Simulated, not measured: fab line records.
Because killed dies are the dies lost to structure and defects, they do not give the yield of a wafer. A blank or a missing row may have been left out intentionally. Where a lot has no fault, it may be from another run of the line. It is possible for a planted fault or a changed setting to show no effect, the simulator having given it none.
Matching of chambers / flow gf180mcu / GF_CONTACT_CMP_04 on cmp-01 has 4 sister chambers
The step polishes SiO2. 8 wafers are shown with their chamber, then 8 later ones without.

WAFERS PAIRED WITH THEIR CHAMBERS
wafer=L074.6; chamber=1; motor-current-A (A)=10.9; time-to-endpoint-s (s)=108
wafer=L086.1; chamber=1; motor-current-A (A)=11.0; time-to-endpoint-s (s)=110
wafer=L086.4; chamber=2; motor-current-A (A)=11.7; time-to-endpoint-s (s)=113
wafer=L089.5; chamber=2; motor-current-A (A)=11.6; time-to-endpoint-s (s)=124
wafer=L091.3; chamber=3; motor-current-A (A)=12.9; time-to-endpoint-s (s)=125
wafer=L091.4; chamber=0; motor-current-A (A)=12.4; time-to-endpoint-s (s)=122
wafer=L091.5; chamber=3; motor-current-A (A)=13.1; time-to-endpoint-s (s)=131
wafer=L092.1; chamber=0; motor-current-A (A)=12.2; time-to-endpoint-s (s)=114

WAFERS MISSING THEIR CHAMBER
wafer=L092.2; motor-current-A (A)=11.0; time-to-endpoint-s (s)=103
wafer=L092.3; motor-current-A (A)=12.5; time-to-endpoint-s (s)=118
wafer=L093.1; motor-current-A (A)=11.4; time-to-endpoint-s (s)=105
wafer=L093.4; motor-current-A (A)=11.8; time-to-endpoint-s (s)=120
wafer=L093.6; motor-current-A (A)=11.6; time-to-endpoint-s (s)=110
wafer=L095.1; motor-current-A (A)=12.0; time-to-endpoint-s (s)=107
wafer=L095.3; motor-current-A (A)=13.1; time-to-endpoint-s (s)=117
wafer=L095.4; motor-current-A (A)=11.7; time-to-endpoint-s (s)=113

THE CHAMBER EACH PASSED THROUGH
wafer=L092.2; from the rows above=1; in truth=1
wafer=L092.3; from the rows above=0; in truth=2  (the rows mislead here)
wafer=L093.1; from the rows above=can't be placed: 2 or 1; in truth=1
wafer=L093.4; from the rows above=2; in truth=2
wafer=L093.6; from the rows above=2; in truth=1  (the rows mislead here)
wafer=L095.1; from the rows above=can't be placed: 0 or 2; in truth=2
wafer=L095.3; from the rows above=3; in truth=3
wafer=L095.4; from the rows above=2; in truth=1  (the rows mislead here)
Placed correctly: 3 of 8. Cannot be placed on the basis of these rows: 2; the candidates contain the true chamber in 2. Number placed wrongly: 3.
How it was worked out, from the rows above alone: a wafer's distance from a chamber is the root of the sum, over the readings, of the square of ((its reading less the chamber's mean) divided by the reading's scatter). If the next closest chamber is less than 2 further off than the closest, the wafer can't be placed; otherwise it belongs to the closest. The mean given for a chamber averages the wafers shown for that chamber. How the scatter is found: for the shown wafers, subtract from each reading the mean of its chamber, square and add these, divide the total by (wafers less chambers), then take the root.
